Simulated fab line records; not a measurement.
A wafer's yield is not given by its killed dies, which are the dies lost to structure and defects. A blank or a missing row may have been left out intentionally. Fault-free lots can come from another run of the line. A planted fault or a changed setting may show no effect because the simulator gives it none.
Matching of chambers || flow gf180mcu || cmp-02 running GF_V2_CMP_04: 4 sister chambers
The step polishes SiO2. 4 wafers are shown with their chamber, then 6 later ones without.

WAFERS PAIRED WITH THEIR CHAMBERS
{"wafer": "L204.4", "chamber": 2, "motor_current_A (A)": 10.6}
{"wafer": "L205.1", "chamber": 1, "motor_current_A (A)": 11.8}
{"wafer": "L205.2", "chamber": 3, "motor_current_A (A)": 10.0}
{"wafer": "L205.4", "chamber": 0, "motor_current_A (A)": 14.6}

WAFERS WITH NO CHAMBER GIVEN
{"wafer": "L206.2", "motor_current_A (A)": 11.2}
{"wafer": "L206.5", "motor_current_A (A)": 14.5}
{"wafer": "L206.6", "motor_current_A (A)": 10.0}
{"wafer": "L208.3", "motor_current_A (A)": 11.3}
{"wafer": "L208.4", "motor_current_A (A)": 14.9}
{"wafer": "L208.5", "motor_current_A (A)": 14.7}

WHICH CHAMBER EACH ONE RAN IN
{"wafer": "L206.2", "from the rows above": "can't be placed: 2 or 1 or 3", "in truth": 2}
{"wafer": "L206.5", "from the rows above": 0, "in truth": 0}
{"wafer": "L206.6", "from the rows above": "can't be placed: 3 or 2", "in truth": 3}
{"wafer": "L208.3", "from the rows above": "can't be placed: 1 or 2", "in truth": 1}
{"wafer": "L208.4", "from the rows above": 0, "in truth": 0}
{"wafer": "L208.5", "from the rows above": 0, "in truth": 0}
Correct placement for 3 of the 6. Not placeable from these rows: 3 (in 3, the candidates include the true chamber). Placed wrongly: 0.
How it was worked out, from the rows above alone: a wafer's distance from a chamber is the root of the sum, over the readings, of the square of ((its reading less the chamber's mean) divided by the reading's scatter). The wafer belongs to the nearest chamber; if the next one is less than 2 further off, it can't be placed. For every chamber, the mean is computed from those of its wafers that are shown. The scatter: root of mean squared gap, hidden wafer to nearest shown wafer, with one shown wafer a chamber.
